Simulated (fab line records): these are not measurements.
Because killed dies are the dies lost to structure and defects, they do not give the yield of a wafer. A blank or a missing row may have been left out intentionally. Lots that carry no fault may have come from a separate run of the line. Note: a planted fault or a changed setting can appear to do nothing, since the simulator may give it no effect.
Tool commonality check ; flow sky130 ; Sampled: 13 lots, 39 wafers

== REASON IT WAS OPENED ==
SKY_LDD_LDN_TW_MEAS_13, reading LDD_LDN_TW: flagged on 1 of 13 lots. No-fault wafers: 1472, standard deviation 6.3.
Rule: flag the lot when none of its wafers has a number, or when each of its wafers that has one lies beyond 4 standard deviations from that mean. The other lots count as sound.

lot;measured;on;LDD_LDN_TW, wafer by wafer;flag
L950;day 23 14:37;filmMetro-04;1464 1469 1470;
L951;day 23 22:59;filmMetro-02;1480 1475 1483;
L952;day 24 02:34;filmMetro-02;1468 1473 1480;
L953;day 24 09:59;filmMetro-02;1462 1474 1475;
L954;day 24 21:32;filmMetro-02;1474 1470 1474;
L956;day 25 17:43;filmMetro-01;30 30 30;FLAGGED
L965;day 28 16:44;filmMetro-02;1471 1463 1470;
L967;day 28 22:58;filmMetro-04;1476 1460 1472;
L968;day 29 18:22;filmMetro-02;1477 1474 1473;
L969;day 29 19:34;filmMetro-04;1473 1477 1483;
L970;day 30 00:16;filmMetro-04;1479 1486 1475;
L971;day 30 11:32;filmMetro-01;1469 1469 1478;
L972;day 30 20:28;filmMetro-01;1465 1469 1463;
The numbers of the flagged lots are 30 on average: -1442 against the usual, or -99 or more standard deviations.

== WHICH TOOL EACH LOT WENT THROUGH ==
The record keeps 1 process step preceding the reading, out of 708 steps on the route. Cell contents, in order: the tool; ch with the chambers the sampled wafers went through; the start.
lot;flag;SKY_LDD_LDN_EXPOSE_04
L950;;ilineStepper-01 ch 0, day 22 22:33
L951;;ilineStepper-02 ch 0, day 23 07:17
L952;;ilineStepper-01 ch 0, day 23 11:37
L953;;ilineStepper-02 ch 0, day 23 18:55
L954;;ilineStepper-01 ch 0, day 24 05:30
L956;FLAGGED;ilineStepper-01 ch 0, day 25 03:07
L965;;ilineStepper-02 ch 0, day 28 02:20
L967;;ilineStepper-02 ch 0, day 28 08:56
L968;;ilineStepper-01 ch 0, day 29 03:03
L969;;ilineStepper-01 ch 0, day 29 04:37
L970;;ilineStepper-01 ch 0, day 29 09:59
L971;;ilineStepper-01 ch 0, day 29 21:43
L972;;ilineStepper-02 ch 0, day 30 05:31
These steps, and what they do:
- SKY_LDD_LDN_EXPOSE_04: exposes mask LDNTM, target cd 700 nm.
- SKY_LDD_LDN_TW_MEAS_13

== FLAGGED AGAINST TOTAL, ONE TOOL AT A TIME (gauges that did the reading follow at the end) ==
step;tool;lots run;flagged;share of the flagged lots;sound lots run after its first flagged lot
SKY_LDD_LDN_EXPOSE_04;ilineStepper-01;8;1;all;4 (L968,L969,L970,L971)
SKY_LDD_LDN_EXPOSE_04;ilineStepper-02;5;0;none;-
SKY_LDD_LDN_TW_MEAS_13;filmMetro-01;3;1;all;2 (L971,L972)
SKY_LDD_LDN_TW_MEAS_13;filmMetro-02;6;0;none;-
SKY_LDD_LDN_TW_MEAS_13;filmMetro-04;4;0;none;-

== WHAT IS ALLOWED BY THE TABLE ==
ilineStepper-01 at SKY_LDD_LDN_EXPOSE_04 and filmMetro-01 at SKY_LDD_LDN_TW_MEAS_13 are the 2 rows of the table that ran each flagged lot.
- ilineStepper-01 at SKY_LDD_LDN_EXPOSE_04: 1 of its 8 lots flagged. Sound lots followed the first flagged one (L968, L969, L970, L971) on it, something a lasting fault affecting the whole tool could not allow.
- filmMetro-01 at SKY_LDD_LDN_TW_MEAS_13: 1 of its 3 lots flagged. Sound lots followed the first flagged one (L971, L972) on it, something a lasting fault affecting the whole tool could not allow.
Every row of the table either missed a flagged lot or ran a sound lot after the first.

== WHAT THE SIMULATOR PUT IN ==
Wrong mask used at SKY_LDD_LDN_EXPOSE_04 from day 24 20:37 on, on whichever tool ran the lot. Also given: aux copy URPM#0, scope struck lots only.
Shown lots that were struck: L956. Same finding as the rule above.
